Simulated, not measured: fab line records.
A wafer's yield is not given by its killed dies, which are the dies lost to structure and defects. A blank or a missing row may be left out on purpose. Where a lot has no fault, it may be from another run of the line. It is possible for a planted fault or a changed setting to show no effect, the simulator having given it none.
Problem report in the 8D (eight disciplines) form, filled by code + flow sfqLine + the parts of the form that need people (team, actions taken, sign-off) are left out

## 1. THE PROBLEM
M4_NB_RS at SFQ_M4_RS_MEAS_924 reads a mean of 0.734 ohm/sq on 5 wafers of 2 lots; wafers without a fault read 0.892 ohm/sq with a standard deviation of 0.01. Relative to the usual mean, that is a shift of -16 standard deviations.
The step: measures by four-point-probe.
The first sign was on wafer L923.2 at day 51 14:21, on filmMetro-01. The record has a number at this step for 41 wafers belonging to 14 lots. Rule for "out" (also "out of limits"): further than 4 standard deviations from the usual mean. The other wafers with a number count as sound.

## 2. WHAT IT IS AND WHAT IT IS NOT
| question                    | is                         | is not                                                                          |
|-----------------------------|----------------------------|---------------------------------------------------------------------------------|
| which readings at this step | M4_NB_RS                   | -                                                                               |
| which lots                  | L923, L925                 | L907, L908, L909, L910, L911, L912, L913, L915, L917, L924, L928, L929          |
| which wafers of those lots  | all that have a number     | -                                                                               |
| read on which gauges        | filmMetro-01, filmMetro-03 | filmMetro-04                                                                    |
| when                        | from day 51 14:21          | up to then (27 sound wafers); but 9 sound wafers of L924, L928, L929 came after |

## 3. SUSPECTS, AND WHAT RULES EACH OUT
Counting: any tool at a process step up to the reading is kept as a suspect provided that every lot that is out went through it and no sound lot did after the first of them.
- the gauge at SFQ_M4_RS_MEAS_924 is ruled out. Those wafers that are out were read across 2 gauges (filmMetro-01, filmMetro-03).
- pvdSputter-03 at SFQ_TRILAYER_M4_DEP_SPUTTER_091 (material Nb, target thk 200 nm, time 133.3 s): kept. It ran every lot that is out, first L923 (day 51 14:14), and no sound lot after that; its last sound lot up to then is L917 (day 50 01:28). Its own readings are out on those wafers: cathodeDcPowerW.
Remaining after the count: pvdSputter-03 at SFQ_TRILAYER_M4_DEP_SPUTTER_091.

## 4. THE CAUSE (what the simulator had put in)
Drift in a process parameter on pvdSputter-03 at SFQ_TRILAYER_M4_DEP_SPUTTER_091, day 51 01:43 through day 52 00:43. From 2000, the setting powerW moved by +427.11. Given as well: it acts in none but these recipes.
This tool alone remained once counting was done.

## 5. THE EFFECT CHAIN, in route order
Each row: a reading where the mean over the struck wafers with a number is more than 3 standard deviations away from the usual. Only readings whose record carries a usual standard deviation are examined. hours: median over the lots of the time between each lot's start at the first step of this table that gives one and its start at this step. sigmas: the change, counted in usual standard deviations.
| hours | step                                | reading         | usual        | on struck wafers | change | sigmas      |
|-------|-------------------------------------|-----------------|--------------|------------------|--------|-------------|
| 0     | SFQ_TRILAYER_M4_DEP_SPUTTER_091     | cathodeDcPowerW | 2000.0 W     | 2427.4           | +427.4 | +99 or more |
| 0     | SFQ_M4_RS_MEAS_924                  | M4_NB_RS        | 0.892 ohm/sq | 0.734            | -0.158 | -16         |
| 124   | SFQ_TRILAYER_M4_ETCH_METAL_ETCH_096 | oesProductAu    | 0.893 a.u.   | 0.992            | +0.099 | +13         |
Its process steps:
- SFQ_TRILAYER_M4_DEP_SPUTTER_091: material Nb, target thk 200 nm, time 133.3 s.
- SFQ_TRILAYER_M4_ETCH_METAL_ETCH_096: etches Nb in Cl2/Ar, stops on SiO2, target depth 240 nm, time 120 s.

## 6. WHAT WOULD HAVE CAUGHT IT SOONER
In this record the first reading out of limits at a measuring or inspecting step was taken at day 51 14:21, 13 hours after the fault began at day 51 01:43.
Tool's own readings at SFQ_TRILAYER_M4_DEP_SPUTTER_091, cathodeDcPowerW: out on all struck wafers the step has rows for; an alarm limit on them would have tripped on the first.
L925, from the lots that are out (2), started SFQ_TRILAYER_M4_DEP_SPUTTER_091 on pvdSputter-03 later than day 51 14:21. A tool hold placed at that time would have kept it from harm.
